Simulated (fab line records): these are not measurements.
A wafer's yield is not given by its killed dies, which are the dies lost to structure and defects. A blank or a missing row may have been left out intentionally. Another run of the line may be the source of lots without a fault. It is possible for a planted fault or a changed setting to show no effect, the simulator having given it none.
Which of the tools did it?    flow sky130    11 lots, 33 wafers sampled, at 4 steps of a route of 708

WHAT THE GAUGES SHOWED, per wafer
SKY_VIA4_RS_MEAS_19: a four-point-probe measurement.
lot   measured      on             VIA4_W_RS (ohm/sq)
L881  day 42 22:26  film_metro-03  0.2279 0.2249 0.2258
L883  day 43 13:07  film_metro-03  0.2224 0.2249 0.2244
L884  day 43 15:58  film_metro-01  57.773 59.586 58.278
L885  day 44 01:23  film_metro-01  56.687 57.198 56.341
L892  day 46 08:14  film_metro-02  0.2276 0.2328 0.2273
L894  day 46 11:55  film_metro-01  0.2223 0.2262 0.2276
L899  day 47 15:13  film_metro-03  0.2313 0.2311 0.2281
L900  day 47 15:01  film_metro-03  0.2261 0.2223 0.2227
L901  day 47 20:02  film_metro-03  0.2261 0.2261 0.2291
L903  day 48 12:03  film_metro-02  0.2258 0.2234 0.2249
L904  day 48 13:58  film_metro-03  0.2231 0.2222 0.2207

WHAT TOOL EACH LOT RAN ON (gives the tool, then ch and the chambers of the sampled wafers, and finally the start)
lot   SKY_METAL3_SPUTTER_00         SKY_METAL3_SPUTTER_04         SKY_VIA4_CVD_18
L881  pvd_sputter-01, day 36 12:47  pvd_sputter-01, day 36 12:53  cvd_w-02 ch 0,1, day 42 22:16
L883  pvd_sputter-01, day 37 03:21  pvd_sputter-01, day 37 03:27  cvd_w-02 ch 0,1, day 43 12:58
L884  pvd_sputter-01, day 37 05:48  pvd_sputter-01, day 37 05:55  cvd_w-02 ch 0,1, day 43 15:49
L885  pvd_sputter-01, day 37 19:22  pvd_sputter-01, day 37 19:28  cvd_w-01 ch 0,1, day 44 01:13
L892  pvd_sputter-04, day 40 08:25  pvd_sputter-04, day 40 08:31  cvd_w-01 ch 0,1, day 46 08:04
L894  pvd_sputter-01, day 40 11:22  pvd_sputter-01, day 40 11:29  cvd_w-01 ch 0,1, day 46 11:46
L899  pvd_sputter-04, day 41 20:52  pvd_sputter-04, day 41 20:58  cvd_w-01 ch 0,1, day 47 15:02
L900  pvd_sputter-02, day 41 21:20  pvd_sputter-02, day 41 21:26  cvd_w-02 ch 0,1, day 47 14:50
L901  pvd_sputter-04, day 42 04:37  pvd_sputter-04, day 42 04:43  cvd_w-01 ch 0,1, day 47 19:53
L903  pvd_sputter-04, day 42 20:02  pvd_sputter-04, day 42 20:08  cvd_w-02 ch 1, day 48 11:52
L904  pvd_sputter-04, day 43 01:49  pvd_sputter-04, day 43 01:55  cvd_w-02 ch 0, day 48 13:49
- SKY_METAL3_SPUTTER_00: material Ti, target thk 15 nm, time 10 s.
- SKY_METAL3_SPUTTER_04: material TiN, target thk 70 nm, time 58.3 s.
- SKY_VIA4_CVD_18: deposits W, target thk 505 nm, time 152.14 s.

THE ANSWER, worked out from the rows above alone
Rule: the usual values come from the lots themselves. Put in order of their means at a reading, lots are off if they are a third of the lots or fewer, leave a main group of 4 or more, and stand apart from it by a gap of 3 or more times the standard deviation of the main group's means; of several such gaps the widest counts. The tables above print the reading to a certain number of digits; a main group whose means all agree to those digits is not used. A lot without any number at a reading at which 4 lots or more have one is off too. The other lots that the step has rows for count as sound.
Off: at SKY_VIA4_RS_MEAS_19 (VIA4_W_RS), L884, L885. The main group has a mean of 0.2258 ohm/sq with a standard deviation of 0.0025.
A tool fits if, at a process step before that reading, it ran every lot that is off, and no sound lot after the first of them. Those tools and the gauges at SKY_VIA4_RS_MEAS_19 are tried in the same way. Of those tried, none fits.

WHAT THE SIMULATOR HAD PUT IN
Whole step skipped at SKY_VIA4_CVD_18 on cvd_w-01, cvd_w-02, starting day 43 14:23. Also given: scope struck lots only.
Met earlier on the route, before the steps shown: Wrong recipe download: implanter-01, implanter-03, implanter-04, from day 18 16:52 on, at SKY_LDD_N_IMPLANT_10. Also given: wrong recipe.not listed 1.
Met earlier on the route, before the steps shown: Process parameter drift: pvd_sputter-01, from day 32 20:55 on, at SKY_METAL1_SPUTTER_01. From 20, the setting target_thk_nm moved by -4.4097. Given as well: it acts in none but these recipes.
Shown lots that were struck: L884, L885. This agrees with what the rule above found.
